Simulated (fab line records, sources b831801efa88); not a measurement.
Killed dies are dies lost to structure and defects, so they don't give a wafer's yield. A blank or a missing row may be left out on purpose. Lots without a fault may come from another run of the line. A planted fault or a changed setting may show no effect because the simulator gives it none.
Chamber matching | flow sky130 | SKY_CAP2M_CVD_00 on pecvd-04: 3 sister chambers
The step deposits SiO2, target thk 15.5 nm. 20 wafers are shown with their chamber, then 10 later ones without.

WAFERS WITH THEIR CHAMBER
wafer  | chamber | heater_power_w (W) | rf_fwd_power_W (W)
L075.2 | 0       | 702                | 443.7
L075.4 | 0       | 682                | 444.1
L075.5 | 1       | 693                | 443.4
L076.2 | 1       | 577                | 441.1
L076.3 | 2       | 808                | 440.8
L076.6 | 0       | 646                | 445.9
L077.1 | 1       | 690                | 444.5
L077.3 | 0       | 632                | 444.7
L077.4 | 2       | 700                | 443.1
L082.2 | 2       | 861                | 445.7
L082.3 | 0       | 677                | 444.1
L082.4 | 2       | 838                | 441.6
L084.2 | 2       | 871                | 443.7
L084.3 | 2       | 886                | 445.4
L084.5 | 2       | 895                | 443.3
L088.1 | 2       | 854                | 444.0
L088.3 | 1       | 744                | 443.2
L088.6 | 0       | 585                | 444.0
L090.2 | 1       | 679                | 441.1
L090.5 | 0       | 700                | 444.8

SIGNATURES (means of the wafers above)
reading        | chamber 0 | chamber 1 | chamber 2 | scatter within a chamber
heater_power_w | 660.57    | 676.60    | 839.12    | 55.8
rf_fwd_power_W | 444.471   | 442.660   | 443.450   | 1.38
Rule: a wafer's distance from a chamber is the root of the sum, over the readings, of the square of ((its reading less the chamber's mean) divided by the reading's scatter). The wafer belongs to the nearest chamber; if the next one is less than 2 further off, it can't be placed. The scatter: the root of (the sum of the squares of (reading less its chamber's mean) over the shown wafers, divided by (wafers less chambers)).

WAFERS WITHOUT THEIR CHAMBER
wafer  | heater_power_w (W) | rf_fwd_power_W (W)
L090.6 | 856                | 443.1
L091.1 | 883                | 441.7
L091.2 | 578                | 445.8
L091.4 | 762                | 443.5
L095.1 | 686                | 446.9
L095.4 | 680                | 446.6
L095.5 | 676                | 440.4
L097.1 | 646                | 444.0
L097.4 | 864                | 443.9
L097.5 | 691                | 444.4

WHICH CHAMBER EACH WENT THROUGH
wafer  | from the rows above          | in truth
L090.6 | 2                            | 2
L091.1 | 2                            | 2
L091.2 | can't be placed: 0 or 1      | 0
L091.4 | can't be placed: 2 or 1 or 0 | 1
L095.1 | can't be placed: 0 or 1 or 2 | 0
L095.4 | can't be placed: 0 or 1      | 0
L095.5 | can't be placed: 1 or 0      | 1
L097.1 | can't be placed: 0 or 1      | 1
L097.4 | 2                            | 2
L097.5 | can't be placed: 0 or 1      | 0
Placed correctly: 3 of 10. Can't be placed from these rows: 7 (the true chamber is among the candidates in 7). Placed wrongly: 0.
